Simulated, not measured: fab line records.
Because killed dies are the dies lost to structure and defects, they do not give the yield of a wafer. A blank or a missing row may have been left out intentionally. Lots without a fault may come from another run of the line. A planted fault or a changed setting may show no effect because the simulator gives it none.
Comparing a struck lot with a sound one || flow sfq line || 42 out of 325 route steps
Sound: wafers L172.2, L172.3, L172.4. Struck: wafer L173.2. (L173.1, L173.5 of the same lot were not struck and are left out.) The cause comes at the end.
Each step with rows lists, per side, the tool, then ch with its chambers, then its first start. Under that, the readings that differ: sound wafers || struck wafers || difference of the means || sigmas: that difference in standard deviations of wafers without a fault.
alike: a reading whose means differ by less than 2 such deviations, as well as words and numbers matching on both sides. not compared: withheld readings; readings where some wafer has no value; bounds like >300 that might hide an equal value; numbers whose values overlap and for which the record gives no deviation.
A row with sigmas, a row that says differs or no value, or rows on one side alone: a step with any of these is where the two part. Numbers that don't overlap but have no deviation are shown without sigmas and don't part them. Lack of a reading on every wafer of one side parts them only where that side has two or more wafers.

first, 6 steps without rows for these wafers: SFQ_TRILAYER_M6_LITHO_COAT_164 (resist thk 62 nm); SFQ_TRILAYER_M6_LITHO_COAT_159 (resist thk 600 nm); SFQ_TRILAYER_M6_LITHO_SOFTBAKE_163; SFQ_TRILAYER_M6_LITHO_EXPOSE_160 (exposes mask M6, target cd 500 nm); SFQ_TRILAYER_M6_LITHO_PEB_162 (peb time 60 s); SFQ_TRILAYER_M6_LITHO_DEVELOP_161 (time 60 s).
SFQ_M6_OVL_MEAS_940:
  sound: overlay-01 at day 76 09:23; struck: overlay-01 at day 76 11:47
  alike: M6_OVL
SFQ_TRILAYER_M6_BARC_OPEN_METAL_ETCH_206: etches BARC in O2, target depth 125 nm, time 41.7 s.
  sound on rie metal-04 ch 0,1, day 76 09:25; struck on rie metal-04 ch 0, day 76 11:49
  alike: drypump motor current A, oes product au
  not compared: rf hours counter h
SFQ_TRILAYER_M6_ETCH_METAL_ETCH_162: etches Nb in Cl2/Ar, stops on SiO2, target depth 240 nm, time 120 s.
  sound on rie metal-04 ch 0,1, day 76 09:29; struck on rie metal-04 ch 0, day 76 11:53
  alike: drypump motor current A, oes product au
  not compared: rf hours counter h
then, 3 steps without rows for these wafers: SFQ_TRILAYER_M6_STRIP_STRIP_163 (strips in O2); SFQ_TRILAYER_M6_STRIP_SOLV_CLEAN_164 (cleans in NMP, time 600 s); SFQ_TRILAYER_I6_DEP_PECVD_165 (deposits SiO2 from SiH4/N2O, time 111.11 s, target thk 500 nm).
SFQ_TRILAYER_I6_CMP_CMP_166: polishes SiO2.
  sound on cmp-02 ch 0,1,2, day 77 05:07; struck on cmp-01 ch 3, day 77 07:59
{"reading": "time to endpoint s (s)", "sound": "219 202 213", "struck": 272, "difference": "+61", "sigmas": "+9"}
{"reading": "model.SiO2_of_TRILAYER_I6_DEP_PECVD_165.thk nm (nm)", "sound": "202.4 200.8 200.1", "struck": 302.4, "difference": "+101.3", "sigmas": ""}
  alike: motor current A
SFQ_I6_BOW_MEAS_941:
  sound: film metro-01 at day 77 08:08; struck: film metro-03 at day 77 09:59
  alike: I6_BOW
SFQ_TRILAYER_I6_METRO_MEASURE_167:
  sound: film metro-01 at day 77 08:26; struck: film metro-03 at day 77 10:06
{"reading": "thk nm (nm)", "sound": "202.3 200.9 200.1", "struck": 302.3, "difference": "+101.2", "sigmas": "+99 or more"}
then, 6 steps without rows for these wafers: SFQ_TRILAYER_I6_VIA_LITHO_COAT_174 (resist thk 62 nm); SFQ_TRILAYER_I6_VIA_LITHO_COAT_169 (resist thk 650 nm); SFQ_TRILAYER_I6_VIA_LITHO_SOFTBAKE_173; SFQ_TRILAYER_I6_VIA_LITHO_EXPOSE_170 (exposes mask I6, target cd 700 nm); SFQ_TRILAYER_I6_VIA_LITHO_PEB_172 (peb time 60 s); SFQ_TRILAYER_I6_VIA_LITHO_DEVELOP_171 (time 60 s).
-- the record jumps here: 4 days lie between the struck wafers' starts before and after --
SFQ_I6_OVL_MEAS_942:
  sound: overlay-02 at day 81 02:50; struck: overlay-02 at day 81 06:26
{"reading": "I6_OVL (nm)", "sound": "-3 -5 -3", "struck": 11, "difference": "+15", "sigmas": "+3"}
then, 1 step without rows for these wafers: SFQ_TRILAYER_I6_VIA_BARC_OPEN_VIA_ETCH_235 (etches BARC in O2, target depth 125 nm, time 41.7 s).
SFQ_TRILAYER_I6_VIA_ETCH_VIA_ETCH_172: etches SiO2 in CHF3, stops on Nb, target depth 260 nm.
  sound on rie diel-04 ch 0,2, day 81 02:55; struck on rie diel-03 ch 1, day 81 06:31
{"reading": "drypump motor current A (A)", "sound": "5.1 5.2 5.1", "struck": 6.8, "difference": "+1.7", "sigmas": "+3"}
{"reading": "oes product au (a.u.)", "sound": "0.851 0.849 0.852", "struck": 1.005, "difference": "+0.154", "sigmas": "+30"}
{"reading": "model.I6.feature depth nm (nm)", "sound": "202.4 200.8 200.1", "struck": 261, "difference": "+60", "sigmas": ""}
{"reading": "model.etch.depth nm (nm)", "sound": "202.4 200.8 200.1", "struck": 261, "difference": "+60", "sigmas": ""}
SFQ_TRILAYER_I6_VIA_STRIP_STRIP_173: strips in O2.
  sound on rie metal-02 ch 0,1, day 81 03:02; struck on rie metal-03 ch 0, day 81 06:38
  alike: drypump motor current A, oes product au
  not compared: rf hours counter h
then, 1 step without rows for these wafers: SFQ_TRILAYER_I6_VIA_STRIP_SOLV_CLEAN_174 (cleans in NMP, time 600 s).
SFQ_TRILAYER_M7_DEP_PRE_CLEAN_176: time 22.5 s.
  sound: pvd sputter-06 at day 81 03:48; struck: pvd sputter-04 at day 81 07:26
{"reading": "model.SiO2_of_TRILAYER_I6_DEP_PECVD_165.thk nm (nm)", "sound": "194.9 193.3 192.6", "struck": 294.9, "difference": "+101.3", "sigmas": ""}
then, 1 step without rows for these wafers: SFQ_TRILAYER_M7_DEP_SPUTTER_175 (material Nb, target thk 200 nm, time 133.3 s).
SFQ_M7_RS_MEAS_943: the measuring method here is four-point-probe.
  sound: film metro-02 at day 81 03:56; struck: film metro-02 at day 81 07:33
  alike: M7_NB_RS
then, 6 steps without rows for these wafers: SFQ_TRILAYER_M7_LITHO_COAT_182 (resist thk 62 nm); SFQ_TRILAYER_M7_LITHO_COAT_177 (resist thk 600 nm); SFQ_TRILAYER_M7_LITHO_SOFTBAKE_181; SFQ_TRILAYER_M7_LITHO_EXPOSE_178 (exposes mask M7, target cd 500 nm); SFQ_TRILAYER_M7_LITHO_PEB_180 (peb time 60 s); SFQ_TRILAYER_M7_LITHO_DEVELOP_179 (time 60 s).
-- the record jumps here: 4 days lie between the struck wafers' starts before and after --
SFQ_M7_OVL_MEAS_945:
  sound: overlay-01 at day 85 00:01; struck: overlay-02 at day 85 04:22
{"reading": "M7_OVL (nm)", "sound": "-8 -11 -9", "struck": 2, "difference": "+11", "sigmas": "+2"}
then, 1 step without rows for these wafers: SFQ_TRILAYER_M7_BARC_OPEN_METAL_ETCH_229 (etches BARC in O2, target depth 125 nm, time 41.7 s).
SFQ_TRILAYER_M7_ETCH_METAL_ETCH_180: etches Nb in Cl2/Ar, stops on SiO2, target depth 240 nm, time 120 s.
  sound on rie metal-02 ch 0,1, day 85 00:07; struck on rie metal-04 ch 1, day 85 04:28
  alike: drypump motor current A, oes product au
  not compared: rf hours counter h
SFQ_TRILAYER_M7_STRIP_STRIP_181: strips in O2.
  sound on rie metal-02 ch 0,1, day 85 00:14; struck on rie metal-04 ch 1, day 85 04:35
  alike: drypump motor current A, oes product au
  not compared: rf hours counter h
then, 2 steps without rows for these wafers: SFQ_TRILAYER_M7_STRIP_SOLV_CLEAN_182 (cleans in NMP, time 600 s); SFQ_TRILAYER_I7_DEP_PECVD_183 (deposits SiO2 from SiH4/N2O, time 111.11 s, target thk 500 nm).
SFQ_M8_BOW_MEAS_951:
  sound: film metro-03 at day 85 20:40; struck: film metro-04 at day 86 01:26
{"reading": "model.etest.i6.link ohm", "sound": "1.87 1.877 1.857", "struck": 1e+06, "difference": "+1e+06", "sigmas": ""}
  alike: M8_BOW

## WHERE THEY PART
First at SFQ_TRILAYER_I6_CMP_CMP_166; last, within this record, at SFQ_M7_OVL_MEAS_945. Later steps at which nothing parts them and some readings are alike: SFQ_TRILAYER_M7_ETCH_METAL_ETCH_180, SFQ_TRILAYER_M7_STRIP_STRIP_181, SFQ_M8_BOW_MEAS_951.

WHY: whatever the simulator had introduced
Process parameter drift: cmp-01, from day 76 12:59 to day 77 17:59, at SFQ_TRILAYER_I6_CMP_CMP_166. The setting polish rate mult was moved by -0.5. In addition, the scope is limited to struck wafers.
